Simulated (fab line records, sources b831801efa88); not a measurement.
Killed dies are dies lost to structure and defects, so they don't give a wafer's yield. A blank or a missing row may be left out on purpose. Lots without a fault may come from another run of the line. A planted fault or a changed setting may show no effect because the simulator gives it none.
Which tool did it? | flow sky130 | 11 lots, 33 wafers sampled, at 2 steps of a route of 708

WHAT THE GAUGES READ, wafer by wafer
SKY_SPACER_THK_MEAS_01.
lot  | measured     | on            | SPACER_CVD_00_THK (nm)
L729 | day 23 12:00 | film_metro-04 | 43.2 44.0 43.7
L731 | day 24 11:09 | film_metro-03 | 43.2 43.5 43.9
L733 | day 25 08:47 | film_metro-03 | 43.1 42.9 42.9
L735 | day 25 18:58 | film_metro-03 | 43.2 42.9 43.2
L736 | day 26 10:06 | film_metro-02 | 42.2 42.3 42.5
L738 | day 26 22:53 | film_metro-04 | 42.9 42.8 43.1
L739 | day 27 10:12 | film_metro-04 | 43.1 43.1 43.2
L740 | day 27 18:17 | film_metro-03 | 43.1 43.3 42.9
L741 | day 28 01:01 | film_metro-02 | 42.7 42.7 42.4
L742 | day 28 10:04 | film_metro-02 | 32.3 31.9 32.0
L743 | day 28 20:44 | film_metro-03 | 32.7 32.5 32.3

WHICH TOOL RAN EACH LOT (tool, then ch and the chambers of the sampled wafers, then the start)
lot  | SKY_SPACER_CVD_00
L729 | lpcvd-02 ch 1, day 23 10:47
L731 | lpcvd-02 ch 0, day 24 09:56
L733 | lpcvd-02 ch 1, day 25 07:34
L735 | lpcvd-02 ch 0, day 25 17:08
L736 | lpcvd-02 ch 1, day 26 08:54
L738 | lpcvd-02 ch 0, day 26 21:41
L739 | lpcvd-02 ch 0, day 27 08:59
L740 | lpcvd-02 ch 1, day 27 17:04
L741 | lpcvd-02 ch 0, day 27 23:47
L742 | lpcvd-02 ch 1, day 28 08:50
L743 | lpcvd-02 ch 1, day 28 19:32
- SKY_SPACER_CVD_00: deposits Si3N4 from DCS/NH3, target thk 43.1 nm, time 740 s.

THE ANSWER, worked out from the rows above alone
Rule: what is usual is taken from the lots themselves. Put in order of their means at a reading, lots are off if they are a third of the lots or fewer, leave a main group of 4 or more, and stand apart from it by a gap of 3 or more times the standard deviation of the main group's means; of several such gaps the widest counts. A main group whose means are all the same, to the digits that the tables above print for the reading, isn't used. A lot without any number at a reading at which 4 lots or more have one is off too. The other lots that the step has rows for count as sound.
Off: L742, L743, at SKY_SPACER_THK_MEAS_01 (SPACER_CVD_00_THK). The main group: mean 43.0 nm, standard deviation 0.38.
A tool fits if, at a process step before that reading, it ran every lot that is off, and no sound lot after the first of them. The gauges at SKY_SPACER_THK_MEAS_01 are tried like those tools. One fits: lpcvd-02 at SKY_SPACER_CVD_00. Its last sound lot is L741 (day 27 23:47), its first lot that is off L742 (day 28 08:50): a fault that began between those two fits.

WHAT THE SIMULATOR HAD PUT IN
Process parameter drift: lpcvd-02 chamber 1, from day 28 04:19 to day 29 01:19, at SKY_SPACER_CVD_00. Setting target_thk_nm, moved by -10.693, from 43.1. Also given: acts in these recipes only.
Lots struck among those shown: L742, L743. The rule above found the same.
